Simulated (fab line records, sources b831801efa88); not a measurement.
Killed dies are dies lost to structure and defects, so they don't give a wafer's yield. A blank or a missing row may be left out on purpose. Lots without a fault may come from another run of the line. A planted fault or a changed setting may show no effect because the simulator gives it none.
fab line records | flow gf180mcu
record lots=5 wafers=15 last_day=32
route steps=602 shown HV_LDD@222 NSD@235 PSD@248
lots that met no fault: from a run of the same line without faults
start_h: hours from the record's first day to the start of the lot's first wafer shown | wait_h: hours since the lot's step before | " the same as in the row above | L1.1+2: a row that stands for several wafers | - no value, or no start given | * or withheld: withheld | < > ~ a bound
route shown NAME@n: a module of which the file shows steps, and the number in the route of the first | usual: mean/standard deviation of fault-free wafers | same: alike in all rows | chamber/n: place in a boat | sites: the reading at each site | _std_site: their standard deviation | _edge_site: outer sites' mean less inner sites' | radius_mm: how far each site lies from the wafer's centre | mask NAME#n: copy n | behind: the tool/chamber that last shaped the wafer | hold: why the lot was held/for how many hours/how that ended | device: the transistor (n, p or np) that didn't switch | end of line: the same wafers' tests at the end of the route | a step without rows: its recipe alone | killed: dies lost to structure and defects at the first sort, not the wafer's yield | map: a wafer's dies, x killed, . not, _ none there
set.NAME: the setting as run; set.NAME@STEP: as run at that earlier step | model.NAME: the simulator's own value behind a step, which no gauge read
lots at some steps of the route; a table a step, a row a wafer
services: from which hour (start_h, from the record's first day; less than 0 if before it) a tool's chamber was out of use, for how many hours, and why
## steps
# step GF_HV_LDD_CD_MEAS_46
# recipe target_cd_nm=400
# usual cd_nm=400.5/1.8
# columns lot.wafer tool chamber start_h wait_h cd_nm
L078.2 cd_sem-02 - 308.14 0.1 396.6
L078.3 " - " " 396.4
L078.5 " - " " 398.1
L080.1 cd_sem-02 - 322.85 0.1 397.1
L080.2 " - " " 397.5
L080.4 " - " " 398.9
L084.2 cd_sem-01 - 353.69 0.1 399.4
L084.3 " - " " 399.0
L084.4 " - " " 398.2
L085.1 cd_sem-01 - 355.99 0.2 402.8
L085.2 " - " " 400.1
L085.4 " - " " 400.7
L087.1 cd_sem-02 - 374.40 0.1 400.3
L087.2 " - " " 398.6
L087.6 " - " " 398.9
# step GF_HV_LDD_OVL_MEAS_47
# usual HV_LDD_03_OVL=-0.7/1.5
# columns lot.wafer tool chamber start_h wait_h HV_LDD_03_OVL[nm]
L078.2 overlay-02 - 308.24 0.1 -1.5
L078.3 " - " " -2.8
L078.5 " - " " -4.8
L080.1 overlay-02 - 322.97 0.1 3.3
L080.2 " - " " -2.2
L080.4 " - " " -0.4
L084.2 overlay-01 - 353.79 0.1 -3.1
L084.3 " - " " 0.2
L084.4 " - " " -2.7
L085.1 overlay-02 - 356.11 0.1 0.5
L085.2 " - " " 1.5
L085.4 " - " " 0.5
L087.1 overlay-02 - 374.52 0.1 -0.3
L087.2 " - " " 0.7
L087.6 " - " " 0.5
# step GF_HV_LDD_IMPLANT_48
# recipe species=B energy_kev=25 dose_cm2=3e+13 tilt_deg=7
# columns lot.wafer tool chamber start_h wait_h
L078.2+3+5 implanter-04 0 308.30 0.0
L080.1+2+4 implanter-01 0 323.01 0.0
L084.2+3+4 implanter-01 0 353.85 0.0
L085.1+2+4 implanter-01 0 356.14 0.0
L087.1+2+6 implanter-04 0 374.62 0.1
# step GF_HV_LDD_STRIP_49
# recipe chemistry=O2/N2 power_w=1400 pressure_mtorr=1500 platen_temp_c=250 o2_flow_sccm=3000 n2_flow_sccm=300 overash_fraction=0.5
# usual drypump_motor_current_A=5.35/0.26 heater_power_w=324/28 oes_product_au=0.716/0.0045 platen_temp_c=249.98/0.17 strip_time_to_endpoint_s=12.64/0.033
# columns lot.wafer tool chamber start_h wait_h drypump_motor_current_A heater_power_w oes_product_au platen_temp_c rf_hours_counter_h strip_time_to_endpoint_s
L078.2 plasma_asher-03 1 308.42 0.1 5.68 344 0.720 250.02 65 12.64
L078.3 " 0 " " 5.12 350 0.715 249.92 - 12.65
L078.5 " 1 " " 5.69 327 0.720 250.37 - 12.61
L080.1 plasma_asher-02 0 323.16 0.1 5.44 283 0.720 249.95 22 12.67
L080.2 " 1 " " 4.90 346 0.720 250.29 22 12.65
L080.4 " 0 " " 5.46 286 0.715 249.82 - 12.65
L084.2 plasma_asher-02 0 353.97 0.1 5.48 285 0.718 249.98 25 12.69
L084.3 " 0 " " 5.44 283 0.714 249.87 - 12.66
L084.4 " 1 " " 4.95 356 0.725 250.15 - 12.69
L085.1 plasma_asher-03 0 356.29 0.1 5.11 350 0.714 249.79 70 12.68
L085.2 " 1 " " 5.71 339 0.725 249.69 70 12.65
L085.4 " 0 " " 5.10 352 0.713 249.75 - 12.64
L087.1 plasma_asher-02 0 374.77 0.1 5.48 291 0.722 249.49 27 12.60
L087.2 " 1 " " 4.92 369 0.726 249.84 27 12.64
L087.6 " 0 " " 5.48 283 0.716 249.75 - 12.65
# step GF_HV_LDD_TW_MEAS_50
# usual HV_LDD_4_TW=570.6/2.6
# columns lot.wafer tool chamber start_h wait_h HV_LDD_4_TW
L078.2 film_metro-03 - 308.53 0.1 570.3
L078.3 " - " " 566.6
L078.5 " - " " 567.5
L080.1 film_metro-02 - 323.26 0.1 572.2
L080.2 " - " " 570.8
L080.4 " - " " 571.8
L084.2 film_metro-01 - 354.08 0.1 569.3
L084.3 " - " " 568.6
L084.4 " - " " 571.9
L085.1 film_metro-02 - 356.39 0.1 570.3
L085.2 " - " " 572.7
L085.4 " - " " 574.2
L087.1 film_metro-02 - 374.87 0.1 570.6
L087.2 " - " " 570.1
L087.6 " - " " 573.0
# step GF_HV_LDD_CLEAN_51
# recipe chemistry=SC1/SC2 mix=1:4:20 temp_c=70 time_s=150 dry=n2_spin
# usual temp_c=69.97/0.12
# columns lot.wafer tool chamber start_h wait_h temp_c
L078.2 wet_bench-02 0 308.58 0.0 69.86
L078.3 " 0 " " 69.80
L078.5 " 0 " " 70.03
L080.1 wet_bench-02 0 323.32 0.1 69.93
L080.2 " 0 " " 69.92
L080.4 " 0 " " 69.91
L084.2 wet_bench-02 0 354.13 0.0 70.06
L084.3 " 0 " " 70.00
L084.4 " 0 " " 69.90
L085.1 wet_bench-02 0 356.45 0.1 69.88
L085.2 " 0 " " 69.89
L085.4 " 0 " " 69.87
L087.1 wet_bench-02 2 374.93 0.1 69.86
L087.2 " 2 " " 69.93
L087.6 " 2 " " 69.84
# step GF_HV_LDD_RTA_52
# recipe temp_c=1000 time_s=10 ambient=N2
# usual lamp_power_pct=32.7/0.94 wafer_temp_C_max=1005.5/1.2
# columns lot.wafer tool chamber start_h wait_h lamp_power_pct wafer_temp_C_max
L078.2 rtp_anneal-02 0 308.70 0.0 33.7 1004.4
L078.3 " 0 " " 33.7 1005.5
L078.5 " 0 " " 33.7 1004.7
L080.1 rtp_anneal-01 0 323.37 0.0 31.9 1004.3
L080.2 " 0 " " 31.8 1006.3
L080.4 " 0 " " 31.8 1006.3
L084.2 rtp_anneal-02 0 354.20 0.0 33.7 1004.8
L084.3 " 0 " " 33.7 1003.8
L084.4 " 0 " " 33.7 1004.6
L085.1 rtp_anneal-01 0 356.51 0.0 31.8 1004.8
L085.2 " 0 " " 31.7 1007.0
L085.4 " 0 " " 31.9 1005.0
L087.1 rtp_anneal-02 0 374.98 0.0 33.7 1005.9
L087.2 " 0 " " 33.7 1005.4
L087.6 " 0 " " 33.7 1004.2
# step GF_HV_LDD_CVD_54
# recipe material=SiO2 target_thk_nm=10 precursor=TEOS temp_c=680 time_s=75 pressure_mtorr=400
# usual zone_power_bottom_pct=15.89/0.18
# columns lot.wafer tool chamber start_h wait_h zone_power_bottom_pct
L078.2 lpcvd-01 1 309.16 0.4 15.98
L078.3 " 1 " " 15.84
L078.5 " 1 " " 15.53
L080.1 lpcvd-02 0 323.56 0.1 16.06
L080.2 " 0 " " 15.99
L080.4 " 0 " " 16.01
L084.2 lpcvd-02 0 354.38 0.1 15.89
L084.3 " 0 " " 15.82
L084.4 " 0 " " 15.96
L085.1 lpcvd-01 1 356.88 0.3 15.88
L085.2 " 1 " " 15.61
L085.4 " 1 " " 15.67
L087.1 lpcvd-02 0 375.16 0.1 15.82
L087.2 " 0 " " 15.96
L087.6 " 0 " " 15.95
# step GF_HV_LDD_THK_MEAS_55
# recipe reads=SiO2_of_HV_LDD_CVD_54
# usual HV_LDD_CVD_54_THK=10.07/0.18
# columns lot.wafer tool chamber start_h wait_h HV_LDD_CVD_54_THK[nm]
L078.2 film_metro-01 - 310.19 0.0 9.98
L078.3 " - " " 9.87
L078.5 " - " " 9.95
L080.1 film_metro-02 - 324.58 0.0 10.11
L080.2 " - " " 9.94
L080.4 " - " " 9.99
L084.2 film_metro-02 - 355.41 0.0 9.87
L084.3 " - " " 10.00
L084.4 " - " " 9.95
L085.1 film_metro-02 - 357.91 0.0 9.95
L085.2 " - " " 10.09
L085.4 " - " " 10.08
L087.1 film_metro-02 - 376.72 0.0 9.91
L087.2 " - " " 10.00
L087.6 " - " " 9.96
# step GF_HV_LDD_CVD_56
# recipe material=Si3N4 precursor=DCS/NH3 target_thk_nm=90 temp_c=770 time_s=1543 pressure_mtorr=250
# usual zone_power_bottom_pct=20.33/0.25
# columns lot.wafer tool chamber start_h wait_h zone_power_bottom_pct
L078.2 lpcvd-02 1 310.24 0.0 20.20
L078.3 " 1 " " 19.76
L078.5 " 1 " " 20.10
L080.1 lpcvd-01 0 324.64 0.1 20.67
L080.2 " 0 " " 20.41
L080.4 " 0 " " 20.04
L084.2 lpcvd-01 0 355.46 0.0 20.27
L084.3 " 0 " " 20.47
L084.4 " 0 " " 20.51
L085.1 lpcvd-01 0 357.97 0.1 20.59
L085.2 " 0 " " 20.28
L085.4 " 0 " " 20.64
L087.1 lpcvd-01 1 379.19 2.5 20.46
L087.2 " 1 " " 20.24
L087.6 " 1 " " 20.32
# step GF_HV_LDD_THK_MEAS_57
# recipe reads=Si3N4_of_HV_LDD_CVD_56
# usual HV_LDD_CVD_56_THK=90.0/0.77
# columns lot.wafer tool chamber start_h wait_h HV_LDD_CVD_56_THK[nm]
L078.2 film_metro-01 - 311.68 0.0 88.9
L078.3 " - " " 88.8
L078.5 " - " " 88.7
L080.1 film_metro-03 - 326.07 0.0 89.5
L080.2 " - " " 89.9
L080.4 " - " " 89.6
L084.2 film_metro-02 - 356.89 0.0 89.2
L084.3 " - " " 88.4
L084.4 " - " " 88.8
L085.1 film_metro-03 - 359.39 0.0 90.9
L085.2 " - " " 90.6
L085.4 " - " " 90.7
L087.1 film_metro-03 - 380.62 0.0 90.4
L087.2 " - " " 90.3
L087.6 " - " " 90.9
# step GF_HV_LDD_ETCHBACK_58
# recipe chemistry=CH3F/O2 target=Si3N4 stop_on=SiO2 source_w=400 bias_w=80 pressure_mtorr=25 ch3f_flow_sccm=40 O2_flow_sccm=30 time_s=100 target_depth_a=900
# usual drypump_motor_current_A=5.7/0.48 oes_product_au=0.843/0.0058 throttle_valve_pct=10.560/0.009
# columns lot.wafer tool chamber start_h wait_h drypump_motor_current_A oes_product_au rf_hours_counter_h throttle_valve_pct
L078.2 rie_diel-04 2 311.73 0.0 6.1 0.836 0 10.560
L078.3 " 3 " " 5.4 0.842 55 10.570
L078.5 " 3 " " 5.4 0.834 - 10.539
L080.1 rie_diel-04 0 326.13 0.1 5.5 0.840 15 10.558
L080.2 " 2 " " 6.0 0.846 0 10.550
L080.4 " 1 " " 6.3 0.836 7 10.538
L084.2 rie_diel-04 2 356.94 0.0 6.0 0.836 1 10.562
L084.3 " 1 " " 6.3 0.837 7 10.582
L084.4 " 3 " " 5.5 0.837 56 10.565
L085.1 rie_diel-04 1 359.45 0.1 6.3 0.850 8 10.552
L085.2 " 3 " " 5.5 0.842 56 10.556
L085.4 " 3 " " 5.4 0.842 - 10.550
L087.1 rie_diel-04 3 380.68 0.1 5.4 0.845 56 10.578
L087.2 " 2 " " 6.1 0.839 2 10.550
L087.6 " 3 " " 5.4 0.852 - 10.567
# step GF_NSD_DEHYDRATE_00
# recipe temp_c=200 time_s=60
# usual chill_plate_temp_C=23.02/0.11 resist_line_temp_C=22.99/0.11
# columns lot.wafer tool chamber start_h wait_h chill_plate_temp_C resist_line_temp_C
L078.2 litho_track-04 0 321.34 9.6 23.10 22.71
L078.3 " 0 " " 23.19 22.79
L078.5 " 0 " " 23.08 22.96
L080.1 litho_track-04 0 335.46 9.3 22.79 22.84
L080.2 " 0 " " 22.96 22.88
L080.4 " 0 " " 22.81 22.90
L084.2 litho_track-01 0 367.58 10.6 22.91 22.82
L084.3 " 0 " " 22.94 23.13
L084.4 " 0 " " 22.97 23.10
L085.1 litho_track-04 0 370.31 10.8 23.06 23.13
L085.2 " 0 " " 22.82 23.01
L085.4 " 0 " " 23.10 23.08
L087.1 litho_track-02 0 391.38 10.7 23.22 22.91
L087.2 " 0 " " 23.24 22.89
L087.6 " 0 " " 23.27 22.92
# step GF_NSD_HMDS_01
# recipe prime_time_s=60 prime_temp_c=120
# usual chill_plate_temp_C=23.00/0.1 resist_line_temp_C=23.00/0.1
# same prime_time_s=60
# columns lot.wafer tool chamber start_h wait_h chill_plate_temp_C resist_line_temp_C
L078.2 litho_track-04 0 321.49 0.1 22.94 22.81
L078.3 " 0 " " 22.98 23.05
L078.5 " 0 " " 23.03 22.93
L080.1 litho_track-04 0 335.61 0.1 23.01 23.12
L080.2 " 0 " " 22.87 23.03
L080.4 " 0 " " 23.03 23.02
L084.2 litho_track-01 0 367.73 0.1 22.94 22.96
L084.3 " 0 " " 22.98 22.92
L084.4 " 0 " " 22.90 23.11
L085.1 litho_track-04 0 370.46 0.1 23.04 22.92
L085.2 " 0 " " 23.04 22.93
L085.4 " 0 " " 23.04 22.83
L087.1 litho_track-02 0 391.53 0.1 23.05 22.93
L087.2 " 0 " " 23.13 22.92
L087.6 " 0 " " 22.83 22.89
# step GF_NSD_COAT_02
# recipe resist=NOVOLAK spin_rpm=3000 resist_thk_nm=984.2
# usual chill_plate_temp_C=22.99/0.12 resist_line_temp_C=23.01/0.11
# columns lot.wafer tool chamber start_h wait_h chill_plate_temp_C resist_line_temp_C
L078.2 litho_track-04 0 321.64 0.1 22.95 23.06
L078.3 " 0 " " 22.99 22.79
L078.5 " 0 " " 22.82 22.91
L080.1 litho_track-04 0 335.76 0.1 23.18 23.10
L080.2 " 0 " " 23.05 23.00
L080.4 " 0 " " 23.08 22.96
L084.2 litho_track-01 0 367.88 0.1 22.95 22.92
L084.3 " 0 " " 23.01 23.14
L084.4 " 0 " " 22.98 22.73
L085.1 litho_track-04 0 370.61 0.1 22.91 23.03
L085.2 " 0 " " 22.87 22.92
L085.4 " 0 " " 22.93 22.84
L087.1 litho_track-02 0 391.68 0.1 23.17 22.98
L087.2 " 0 " " 23.01 23.01
L087.6 " 0 " " 23.07 22.91
# step GF_NSD_SOFTBAKE_03
# recipe temp_c=90 time_s=60 resist=NOVOLAK
# usual chill_plate_temp_C=23.01/0.099 resist_line_temp_C=23.04/0.11
# columns lot.wafer tool chamber start_h wait_h chill_plate_temp_C resist_line_temp_C
L078.2 litho_track-04 0 321.79 0.1 22.97 22.97
L078.3 " 0 " " 22.99 23.05
L078.5 " 0 " " 22.97 22.86
L080.1 litho_track-04 0 335.91 0.1 23.05 23.12
L080.2 " 0 " " 22.97 23.06
L080.4 " 0 " " 23.08 23.06
L084.2 litho_track-01 0 368.03 0.1 22.97 22.93
L084.3 " 0 " " 22.96 22.99
L084.4 " 0 " " 23.08 23.15
L085.1 litho_track-04 0 370.76 0.1 23.12 23.14
L085.2 " 0 " " 23.05 23.02
L085.4 " 0 " " 22.92 23.15
L087.1 litho_track-02 0 391.83 0.1 22.99 23.04
L087.2 " 0 " " 23.03 23.05
L087.6 " 0 " " 22.94 23.15
# step GF_NSD_EXPOSE_04
# recipe mask_id=Nplus target_cd_nm=400 na=0.6 source_shape=conventional sigma_outer=0.6 dose_mj=140
# same sigma_outer=0.6
# columns lot.wafer tool chamber start_h wait_h mask
L078.2+3+5 iline_stepper-02 0 - - Nplus#0
L080.1+2+4 iline_stepper-02 0 - - Nplus#0
L084.2+3+4 iline_stepper-01 0 - - Nplus#0
L085.1+2+4 iline_stepper-02 0 - - Nplus#0
L087.1+2+6 iline_stepper-01 0 - - Nplus#0
# step GF_NSD_PEB_05
# recipe temp_c=withheld time_s=* resist=NOVOLAK
# usual chill_plate_temp_C=* resist_line_temp_C=*
# columns lot.wafer tool chamber start_h wait_h chill_plate_temp_C resist_line_temp_C
L078.2 litho_track-02 0 - - * *
L078.3 " 0 " " * *
L078.5 " 0 " " * *
L080.1 litho_track-02 0 - - * *
L080.2 " 0 " " * *
L080.4 " 0 " " * *
L084.2 litho_track-02 0 - - * *
L084.3 " 0 " " * *
L084.4 " 0 " " * *
L085.1 litho_track-01 0 - - * *
L085.2 " 0 " " * *
L085.4 " 0 " " * *
L087.1 litho_track-02 0 - - * *
L087.2 " 0 " " * *
L087.6 " 0 " " * *
# step GF_NSD_DEVELOP_06
# recipe develop_time_s=60 dev_temp_c=23
# usual chill_plate_temp_C=23.00/0.1 resist_line_temp_C=23.00/0.098
# columns lot.wafer tool chamber start_h wait_h chill_plate_temp_C resist_line_temp_C
L078.2 litho_track-02 0 331.95 0.1 23.14 22.84
L078.3 " 0 " " 22.78 23.08
L078.5 " 0 " " 22.91 22.95
L080.1 litho_track-02 0 346.58 0.1 23.13 22.90
L080.2 " 0 " " 23.06 23.01
L080.4 " 0 " " 22.89 22.94
L084.2 litho_track-02 0 379.10 0.1 22.90 23.11
L084.3 " 0 " " 23.06 23.28
L084.4 " 0 " " 22.88 22.94
L085.1 litho_track-01 0 381.45 0.1 23.09 22.89
L085.2 " 0 " " 22.99 23.03
L085.4 " 0 " " 23.05 23.03
L087.1 litho_track-02 0 403.38 0.1 22.97 22.96
L087.2 " 0 " " 23.04 22.85
L087.6 " 0 " " 23.13 23.07
# step GF_NSD_CD_MEAS_07
# recipe target_cd_nm=400
# usual cd_nm=400.3/2.2
# columns lot.wafer tool chamber start_h wait_h cd_nm
L078.2 cd_sem-02 - 332.10 0.1 396.3
L078.3 " - " " 396.4
L078.5 " - " " 397.5
L080.1 cd_sem-01 - 346.73 0.1 400.1
L080.2 " - " " 401.0
L080.4 " - " " 397.8
L084.2 cd_sem-02 - 379.25 0.1 400.8
L084.3 " - " " 399.3
L084.4 " - " " 401.5
L085.1 cd_sem-01 - 381.60 0.1 401.9
L085.2 " - " " 401.5
L085.4 " - " " 398.9
L087.1 cd_sem-02 - 403.53 0.1 403.0
L087.2 " - " " 402.7
L087.6 " - " " 402.9
# step GF_NSD_OVL_MEAS_08
# usual NSD_OVL=-1.1/1.4
# columns lot.wafer tool chamber start_h wait_h NSD_OVL[nm]
L078.2 overlay-02 - 332.20 0.1 -1.6
L078.3 " - " " -0.8
L078.5 " - " " 0.6
L080.1 overlay-01 - 346.85 0.1 -0.6
L080.2 " - " " 0.3
L080.4 " - " " -2.4
L084.2 overlay-02 - 379.35 0.1 0.0
L084.3 " - " " -1.4
L084.4 " - " " -1.0
L085.1 overlay-02 - 381.72 0.1 -4.0
L085.2 " - " " -2.5
L085.4 " - " " -3.0
L087.1 overlay-02 - 403.65 0.1 -0.7
L087.2 " - " " -1.4
L087.6 " - " " -1.0
# step GF_NSD_IMPLANT_09
# recipe species=As energy_kev=60 dose_cm2=4e+15 tilt_deg=7
# columns lot.wafer tool chamber start_h wait_h
L078.2+3+5 implanter-02 0 332.26 0.0
L080.1+2+4 implanter-02 0 346.88 0.0
L084.2+3+4 implanter-01 0 379.41 0.0
L085.1+2+4 implanter-02 0 381.84 0.1
L087.1+2+6 implanter-03 0 403.68 0.0
# step GF_NSD_IMPLANT_10
# recipe species=P energy_kev=40 dose_cm2=5e+14 tilt_deg=7
# columns lot.wafer tool chamber start_h wait_h
L078.2+3+5 implanter-02 0 332.41 0.1
L080.1+2+4 implanter-02 0 347.03 0.1
L084.2+3+4 implanter-01 0 379.56 0.1
L085.1+2+4 implanter-02 0 381.99 0.1
L087.1+2+6 implanter-03 0 403.83 0.1
# step GF_NSD_STRIP_11
# recipe chemistry=O2/N2 power_w=1400 pressure_mtorr=1500 platen_temp_c=250 o2_flow_sccm=3000 n2_flow_sccm=300 overash_fraction=0.5
# usual drypump_motor_current_A=5.4/0.4 heater_power_w=317/25 oes_product_au=0.485/0.0043 platen_temp_c=249.98/0.18 strip_time_to_endpoint_s=22.78/0.035
# columns lot.wafer tool chamber start_h wait_h drypump_motor_current_A heater_power_w oes_product_au platen_temp_c rf_hours_counter_h strip_time_to_endpoint_s
L078.2 plasma_asher-01 1 332.53 0.1 6.1 311 0.492 249.99 68 22.77
L078.3 " 0 " " 5.2 317 0.478 249.99 - 22.81
L078.5 " 1 " " 6.1 316 0.485 249.78 - 22.74
L080.1 plasma_asher-01 1 347.18 0.1 6.0 305 0.485 249.64 69 22.74
L080.2 " 0 " " 5.2 313 0.484 250.18 69 22.81
L080.4 " 1 " " 6.1 316 0.479 249.79 - 22.78
L084.2 plasma_asher-01 0 379.68 0.1 5.2 317 0.485 249.96 73 22.82
L084.3 " 1 " " 6.0 311 0.488 250.21 - 22.80
L084.4 " 0 " " 5.2 318 0.488 250.08 - 22.85
L085.1 plasma_asher-04 0 382.14 0.1 5.5 320 0.492 250.30 62 22.77
L085.2 " 1 " " 5.4 290 0.492 250.26 62 22.75
L085.4 " 0 " " 5.5 320 0.492 250.08 - 22.77
L087.1 plasma_asher-02 0 403.98 0.1 5.5 288 0.484 249.97 31 22.76
L087.2 " 1 " " 4.9 354 0.483 249.95 31 22.73
L087.6 " 1 " " 4.9 355 0.480 250.05 - 22.76
# step GF_NSD_TW_MEAS_12
# usual NSD_TW=4272/25
# columns lot.wafer tool chamber start_h wait_h NSD_TW
L078.2 film_metro-01 - 332.64 0.1 4290
L078.3 " - " " 4274
L078.5 " - " " 4279
L080.1 film_metro-01 - 347.28 0.1 4241
L080.2 " - " " 4263
L080.4 " - " " 4246
L084.2 film_metro-02 - 379.79 0.1 4247
L084.3 " - " " 4261
L084.4 " - " " 4281
L085.1 film_metro-02 - 382.24 0.1 4256
L085.2 " - " " 4258
L085.4 " - " " 4239
L087.1 film_metro-01 - 404.08 0.1 4244
L087.2 " - " " 4222
L087.6 " - " " 4252
# step GF_PSD_DEHYDRATE_00
# recipe temp_c=200 time_s=60
# usual chill_plate_temp_C=23.00/0.1 resist_line_temp_C=22.99/0.11
# columns lot.wafer tool chamber start_h wait_h chill_plate_temp_C resist_line_temp_C
L078.2 litho_track-03 0 342.34 9.7 23.09 23.29
L078.3 " 0 " " 22.99 22.99
L078.5 " 0 " " 22.91 23.14
L080.1 litho_track-02 0 357.33 10.0 22.90 22.98
L080.2 " 0 " " 22.97 22.95
L080.4 " 0 " " 23.02 23.03
L084.2 litho_track-01 0 390.18 10.4 23.02 23.01
L084.3 " 0 " " 22.91 23.20
L084.4 " 0 " " 22.98 23.00
L085.1 litho_track-01 0 392.95 10.7 23.14 23.12
L085.2 " 0 " " 23.00 23.11
L085.4 " 0 " " 23.07 23.06
L087.1 litho_track-03 0 415.27 11.2 22.99 22.94
L087.2 " 0 " " 22.96 23.03
L087.6 " 0 " " 22.94 22.95
# step GF_PSD_HMDS_01
# recipe prime_time_s=60 prime_temp_c=120
# usual chill_plate_temp_C=22.99/0.097 resist_line_temp_C=23.01/0.1
# same prime_time_s=60
# columns lot.wafer tool chamber start_h wait_h chill_plate_temp_C resist_line_temp_C
L078.2 litho_track-03 0 342.49 0.1 23.02 23.21
L078.3 " 0 " " 23.01 23.03
L078.5 " 0 " " 23.04 23.22
L080.1 litho_track-02 0 357.48 0.1 23.00 22.94
L080.2 " 0 " " 23.08 22.97
L080.4 " 0 " " 22.91 23.17
L084.2 litho_track-01 0 390.33 0.1 22.91 23.00
L084.3 " 0 " " 23.07 22.83
L084.4 " 0 " " 22.93 23.00
L085.1 litho_track-01 0 393.10 0.1 22.82 23.10
L085.2 " 0 " " 22.96 23.10
L085.4 " 0 " " 22.85 23.12
L087.1 litho_track-03 0 415.42 0.1 23.03 22.83
L087.2 " 0 " " 22.96 23.09
L087.6 " 0 " " 22.82 23.07
# step GF_PSD_COAT_02
# recipe resist=NOVOLAK spin_rpm=3000 resist_thk_nm=1000
# usual chill_plate_temp_C=22.99/0.1 resist_line_temp_C=23.00/0.098
# columns lot.wafer tool chamber start_h wait_h chill_plate_temp_C resist_line_temp_C
L078.2 litho_track-03 0 342.64 0.1 23.09 23.01
L078.3 " 0 " " 23.03 23.04
L078.5 " 0 " " 22.87 22.95
L080.1 litho_track-02 0 357.63 0.1 23.04 22.87
L080.2 " 0 " " 22.89 22.78
L080.4 " 0 " " 23.05 22.99
L084.2 litho_track-01 0 390.48 0.1 23.05 22.96
L084.3 " 0 " " 23.07 23.05
L084.4 " 0 " " 22.95 23.04
L085.1 litho_track-01 0 393.25 0.1 22.79 23.06
L085.2 " 0 " " 22.97 23.06
L085.4 " 0 " " 22.88 23.06
L087.1 litho_track-03 0 415.57 0.1 22.93 23.04
L087.2 " 0 " " 22.89 22.99
L087.6 " 0 " " 22.98 22.94
# step GF_PSD_SOFTBAKE_03
# recipe temp_c=90 time_s=60 resist=NOVOLAK
# usual chill_plate_temp_C=23.00/0.11 resist_line_temp_C=23.01/0.1
# columns lot.wafer tool chamber start_h wait_h chill_plate_temp_C resist_line_temp_C
L078.2 litho_track-03 0 342.79 0.1 23.23 22.95
L078.3 " 0 " " 22.92 22.96
L078.5 " 0 " " 23.00 22.98
L080.1 litho_track-02 0 357.78 0.1 22.99 22.86
L080.2 " 0 " " 22.85 22.83
L080.4 " 0 " " 22.98 22.76
L084.2 litho_track-01 0 390.63 0.1 23.14 23.02
L084.3 " 0 " " 22.95 22.98
L084.4 " 0 " " 23.10 22.92
L085.1 litho_track-01 0 393.40 0.1 23.00 23.07
L085.2 " 0 " " 23.01 22.96
L085.4 " 0 " " 23.11 22.96
L087.1 litho_track-03 0 415.72 0.1 23.13 22.86
L087.2 " 0 " " 23.14 23.00
L087.6 " 0 " " 23.20 22.94
# step GF_PSD_EXPOSE_04
# recipe mask_id=Pplus target_cd_nm=400 na=0.6 source_shape=conventional sigma_outer=0.6 dose_mj=140
# same sigma_outer=0.6
# columns lot.wafer tool chamber start_h wait_h mask
L078.2+3+5 iline_stepper-02 0 - - Pplus#0
L080.1+2+4 iline_stepper-01 0 - - Pplus#0
L084.2+3+4 iline_stepper-01 0 - - Pplus#0
L085.1+2+4 iline_stepper-01 0 - - Pplus#0
L087.1+2+6 iline_stepper-02 0 - - Pplus#0
# step GF_PSD_PEB_05
# recipe temp_c=withheld time_s=* resist=NOVOLAK
# usual chill_plate_temp_C=* resist_line_temp_C=*
# columns lot.wafer tool chamber start_h wait_h chill_plate_temp_C resist_line_temp_C
L078.2 litho_track-01 0 - - * *
L078.3 " 0 " " * *
L078.5 " 0 " " * *
L080.1 litho_track-01 0 - - * *
L080.2 " 0 " " * *
L080.4 " 0 " " * *
L084.2 litho_track-01 0 - - * *
L084.3 " 0 " " * *
L084.4 " 0 " " * *
L085.1 litho_track-01 0 - - * *
L085.2 " 0 " " * *
L085.4 " 0 " " * *
L087.1 litho_track-03 0 - - * *
L087.2 " 0 " " * *
L087.6 " 0 " " * *
# step GF_PSD_DEVELOP_06
# recipe develop_time_s=60 dev_temp_c=23
# usual chill_plate_temp_C=23.02/0.1 resist_line_temp_C=22.97/0.12
# columns lot.wafer tool chamber start_h wait_h chill_plate_temp_C resist_line_temp_C
L078.2 litho_track-01 0 353.33 0.1 23.06 23.07
L078.3 " 0 " " 22.96 23.13
L078.5 " 0 " " 22.94 22.91
L080.1 litho_track-01 0 368.90 0.1 23.19 23.19
L080.2 " 0 " " 23.04 22.89
L080.4 " 0 " " 23.35 22.98
L084.2 litho_track-01 0 402.08 0.1 22.92 23.02
L084.3 " 0 " " 22.98 22.95
L084.4 " 0 " " 22.96 23.09
L085.1 litho_track-01 0 404.20 0.1 23.17 22.91
L085.2 " 0 " " 22.95 22.92
L085.4 " 0 " " 23.20 22.94
L087.1 litho_track-03 0 427.87 0.1 22.98 22.83
L087.2 " 0 " " 23.07 22.90
L087.6 " 0 " " 22.85 22.83
# step GF_PSD_CD_MEAS_07
# recipe target_cd_nm=400
# usual cd_nm=400.5/2.3
# columns lot.wafer tool chamber start_h wait_h cd_nm
L078.2 cd_sem-01 - 353.47 0.1 397.0
L078.3 " - " " 396.0
L078.5 " - " " 395.7
L080.1 cd_sem-01 - 369.05 0.1 400.0
L080.2 " - " " 400.3
L080.4 " - " " 400.7
L084.2 cd_sem-01 - 402.22 0.1 400.7
L084.3 " - " " 399.4
L084.4 " - " " 402.9
L085.1 cd_sem-02 - 404.35 0.1 399.3
L085.2 " - " " 396.0
L085.4 " - " " 397.4
L087.1 cd_sem-02 - 428.02 0.1 401.9
L087.2 " - " " 401.6
L087.6 " - " " 401.6
# step GF_PSD_OVL_MEAS_08
# usual PSD_OVL=1.2/1.4
# columns lot.wafer tool chamber start_h wait_h PSD_OVL[nm]
L078.2 overlay-01 - 353.58 0.1 0.1
L078.3 " - " " -0.3
L078.5 " - " " -1.0
L080.1 overlay-01 - 369.17 0.1 0.8
L080.2 " - " " 0.4
L080.4 " - " " -1.7
L084.2 overlay-02 - 402.33 0.1 3.5
L084.3 " - " " 2.5
L084.4 " - " " 0.7
L085.1 overlay-01 - 404.47 0.1 -0.1
L085.2 " - " " -0.2
L085.4 " - " " -0.2
L087.1 overlay-01 - 428.14 0.1 0.2
L087.2 " - " " -0.9
L087.6 " - " " -0.5
## services
# columns tool chamber start_h hours kind
plasma_asher-03 - 296.21 0.7 repair
litho_track-03 - 324.83 - consumable_replace:filter
lpcvd-01 - 344.42 6.1 pm
implanter-02 - 348.75 5.8 repair
rie_diel-04 2 357.62 3.1 repair
implanter-03 - 367.81 17.9 pm
iline_stepper-02 0 370.20 - calibration
rie_diel-04 3 370.28 9.2 repair
plasma_asher-04 - 371.77 9.3 repair
lpcvd-01 - 374.86 4.3 pm
implanter-02 - 377.20 4.6 pm
rie_diel-04 1 378.02 7.3 repair
lpcvd-01 - 386.32 2.8 pm
rie_diel-04 0 398.89 3.9 repair
implanter-04 - 414.56 3.4 repair
iline_stepper-01 - 414.78 1.7 pm
plasma_asher-01 - 421.25 9.0 pm
plasma_asher-01 0 421.25 9.0 vent_cycle
plasma_asher-01 1 421.25 9.0 vent_cycle
## key
fault none
